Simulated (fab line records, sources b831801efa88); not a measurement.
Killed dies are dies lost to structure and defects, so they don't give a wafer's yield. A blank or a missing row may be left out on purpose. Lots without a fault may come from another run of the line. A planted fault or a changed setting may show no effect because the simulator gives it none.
Which tool did it? | flow sfq_line | 15 lots, 42 wafers sampled, at 4 steps of a route of 325

WHAT THE GAUGES READ, wafer by wafer
The record holds no reading of a measuring or inspecting step that can be judged against a usual standard deviation.

WHICH TOOL RAN EACH LOT (tool, then ch and the chambers of the sampled wafers, then the start)
lot  | SFQ_TRILAYER_I1_VIA_STRIP_STRIP_053 | SFQ_TRILAYER_I3_VIA_BARC_OPEN_VIA_ETCH_121 | SFQ_TRILAYER_I4_VIA_LITHO_PEB_106 | SFQ_TRILAYER_JJ_CE_STRIP_STRIP_120
L431 | rie_metal-01 ch 0,1, day 17 18:56   | rie_diel-03 ch 0,1,3, day 43 16:52         | litho_track-03 ch 0, day 50 14:24 | rie_metal-01 ch 0,1, day 55 23:34
L433 | rie_metal-02 ch 0,1, day 18 03:20   | rie_diel-03 ch 0,3, day 44 06:04           | litho_track-02 ch 0, day 50 19:10 | rie_metal-02 ch 0,1, day 56 01:58
L434 | rie_metal-02 ch 0, day 18 08:32     | rie_diel-04 ch 2,3, day 44 13:16           | litho_track-04 ch 0, day 50 20:25 | rie_metal-02 ch 0,1, day 56 03:22
L435 | rie_metal-01 ch 0,1, day 18 16:44   | rie_diel-02 ch 0,1,2, day 44 23:00         | litho_track-02 ch 0, day 51 00:03 | rie_metal-04 ch 0,1, day 56 04:34
L439 | rie_metal-03 ch 0, day 19 20:53     | rie_diel-04 ch 0,2, day 46 00:38           | litho_track-04 ch 0, day 52 03:36 | rie_metal-02 ch 1, day 56 09:10
L441 | rie_metal-02 ch 0, day 20 19:53     | rie_diel-03 ch 0,1, day 46 22:42           | litho_track-04 ch 0, day 52 14:25 | rie_metal-01 ch 0,1, day 56 11:46
L442 | rie_metal-01 ch 0,1, day 21 11:44   | rie_diel-02 ch 1,2, day 47 07:06           | litho_track-04 ch 0, day 53 01:12 | rie_metal-04 ch 1, day 56 12:46
L447 | rie_metal-01 ch 0,1, day 23 22:59   | rie_diel-04 ch 0,2, day 49 19:14           | litho_track-04 ch 0, day 59 10:03 | rie_metal-01 ch 0,1, day 59 16:54
L448 | rie_metal-03 ch 0,1, day 24 07:23   | rie_diel-04 ch 0,2, day 49 22:50           | litho_track-03 ch 0, day 59 12:25 | rie_metal-01 ch 0,1, day 59 19:16
L449 | rie_metal-03 ch 0,1, day 24 14:35   | rie_diel-03 ch 0,2,3, day 50 02:26         | litho_track-02 ch 0, day 59 14:49 | rie_metal-01 ch 0,1, day 59 21:42
L450 | rie_metal-03 ch 0,1, day 25 04:35   | rie_diel-02 ch 0,1,3, day 50 07:31         | litho_track-04 ch 0, day 59 22:10 | rie_metal-02 ch 0,1, day 60 05:07
L451 | rie_metal-01 ch 0,1, day 25 06:59   | rie_diel-04 ch 0,3, day 51 02:43           | litho_track-03 ch 0, day 62 02:26 | rie_metal-02 ch 1, day 62 09:32
L452 | rie_metal-01 ch 0,1, day 25 20:56   | rie_diel-03 ch 0,1,2, day 51 19:31         | litho_track-04 ch 0, day 62 16:51 | rie_metal-04 ch 1, day 63 04:41
L453 | rie_metal-01 ch 0,1, day 26 05:32   | rie_diel-02 ch 1,2, day 52 02:43           | litho_track-02 ch 0, day 63 01:17 | rie_metal-02 ch 1, day 63 10:46
L454 | rie_metal-03 ch 0,1, day 26 16:13   | rie_diel-03 ch 1,2,3, day 52 11:07         | litho_track-04 ch 0, day 63 06:03 | rie_metal-04 ch 0,1, day 63 16:34
- SFQ_TRILAYER_I1_VIA_STRIP_STRIP_053: strips in O2.
- SFQ_TRILAYER_I3_VIA_BARC_OPEN_VIA_ETCH_121: etches BARC in O2, target depth 125 nm, time 41.7 s.
- SFQ_TRILAYER_I4_VIA_LITHO_PEB_106: peb time 60 s.
- SFQ_TRILAYER_JJ_CE_STRIP_STRIP_120: strips in O2.

WHAT THE TOOLS THEMSELVES READ (means of the sampled wafers that have a number; where no wafer has one, the mark that the record gives instead)
SFQ_TRILAYER_I1_VIA_STRIP_STRIP_053.
lot  | tool         | drypump_motor_current_A (A) | oes_product_au (a.u.)
L431 | rie_metal-01 | 5.48                        | 1.005
L433 | rie_metal-02 | 6.02                        | 1.003
L434 | rie_metal-02 | 5.47                        | 0.992
L435 | rie_metal-01 | 5.50                        | 1.005
L439 | rie_metal-03 | 5.88                        | 1.001
L441 | rie_metal-02 | 5.47                        | 0.994
L442 | rie_metal-01 | 5.49                        | 1.001
L447 | rie_metal-01 | 5.47                        | 0.999
L448 | rie_metal-03 | 5.80                        | 1.010
L449 | rie_metal-03 | 5.78                        | 0.993
L450 | rie_metal-03 | 5.83                        | 0.997
L451 | rie_metal-01 | 5.46                        | 0.998
L452 | rie_metal-01 | 5.47                        | 1.005
L453 | rie_metal-01 | 5.46                        | 1.004
L454 | rie_metal-03 | 5.84                        | 1.005

SFQ_TRILAYER_I3_VIA_BARC_OPEN_VIA_ETCH_121.
lot  | tool        | drypump_motor_current_A (A) | oes_product_au (a.u.)
L431 | rie_diel-03 | 5.8                         | 0.683
L433 | rie_diel-03 | 5.5                         | 0.686
L434 | rie_diel-04 | 5.6                         | 0.682
L435 | rie_diel-02 | 5.8                         | 0.681
L439 | rie_diel-04 | 5.7                         | 0.685
L441 | rie_diel-03 | 5.9                         | 0.682
L442 | rie_diel-02 | 5.8                         | 0.684
L447 | rie_diel-04 | 5.7                         | 0.689
L448 | rie_diel-04 | 5.7                         | 0.685
L449 | rie_diel-03 | 5.6                         | 0.688
L450 | rie_diel-02 | 5.6                         | 0.683
L451 | rie_diel-04 | 5.7                         | 0.685
L452 | rie_diel-03 | 5.9                         | 0.685
L453 | rie_diel-02 | 5.8                         | 0.683
L454 | rie_diel-03 | 6.0                         | 0.689

SFQ_TRILAYER_I4_VIA_LITHO_PEB_106.
lot  | tool           | chill_plate_temp_C (C) | heater_power_total_W (W)
L431 | litho_track-03 | 23.02                  | 79.19
L433 | litho_track-02 | 23.02                  | 79.22
L434 | litho_track-04 | 22.91                  | 79.17
L435 | litho_track-02 | 23.03                  | 79.18
L439 | litho_track-04 | 23.04                  | 80.67
L441 | litho_track-04 | 22.87                  | 80.82
L442 | litho_track-04 | 23.02                  | 80.81
L447 | litho_track-04 | 23.04                  | 79.21
L448 | litho_track-03 | 22.93                  | 79.17
L449 | litho_track-02 | 23.06                  | 79.15
L450 | litho_track-04 | 23.06                  | 79.17
L451 | litho_track-03 | 22.93                  | 79.16
L452 | litho_track-04 | 22.96                  | 79.12
L453 | litho_track-02 | 23.06                  | 79.16
L454 | litho_track-04 | 23.06                  | 79.13

SFQ_TRILAYER_JJ_CE_STRIP_STRIP_120.
lot  | tool         | drypump_motor_current_A (A) | oes_product_au (a.u.)
L431 | rie_metal-01 | 5.4                         | 0.996
L433 | rie_metal-02 | 6.0                         | 1.012
L434 | rie_metal-02 | 6.0                         | 1.012
L435 | rie_metal-04 | 5.9                         | 0.996
L439 | rie_metal-02 | 6.3                         | 1.004
L441 | rie_metal-01 | 5.5                         | 0.980
L442 | rie_metal-04 | 6.1                         | 1.017
L447 | rie_metal-01 | 5.5                         | 0.996
L448 | rie_metal-01 | 5.4                         | 1.003
L449 | rie_metal-01 | 5.5                         | 0.994
L450 | rie_metal-02 | 5.8                         | 1.010
L451 | rie_metal-02 | 6.3                         | 1.011
L452 | rie_metal-04 | 6.2                         | 1.007
L453 | rie_metal-02 | 6.3                         | 1.008
L454 | rie_metal-04 | 6.0                         | 1.003

THE ANSWER, worked out from the rows above alone
Rule: what is usual is taken from the lots themselves. Put in order of their means at a reading, lots are off if they are a third of the lots or fewer, leave a main group of 4 or more, and stand apart from it by a gap of 3 or more times the standard deviation of the main group's means; of several such gaps the widest counts. A main group whose means are all the same, to the digits that the tables above print for the reading, isn't used. A lot without any number at a reading at which 4 lots or more have one is off too. The other lots that the step has rows for count as sound. The gauges are gone through in route order, then the tools' own readings, and for those a lot's mean is taken as printed above. The first step at which some lot is off is used, and at that step the reading that is off furthest; a lot without a number counts as furthest.
Off: L439, L441, L442, at SFQ_TRILAYER_I4_VIA_LITHO_PEB_106 (heater_power_total_W). The main group: mean 79.17 W, standard deviation 0.028.
A tool fits if, at that step or a process step before it, it ran every lot that is off, and no sound lot after the first of them. None of those tried fits.

WHAT THE SIMULATOR HAD PUT IN
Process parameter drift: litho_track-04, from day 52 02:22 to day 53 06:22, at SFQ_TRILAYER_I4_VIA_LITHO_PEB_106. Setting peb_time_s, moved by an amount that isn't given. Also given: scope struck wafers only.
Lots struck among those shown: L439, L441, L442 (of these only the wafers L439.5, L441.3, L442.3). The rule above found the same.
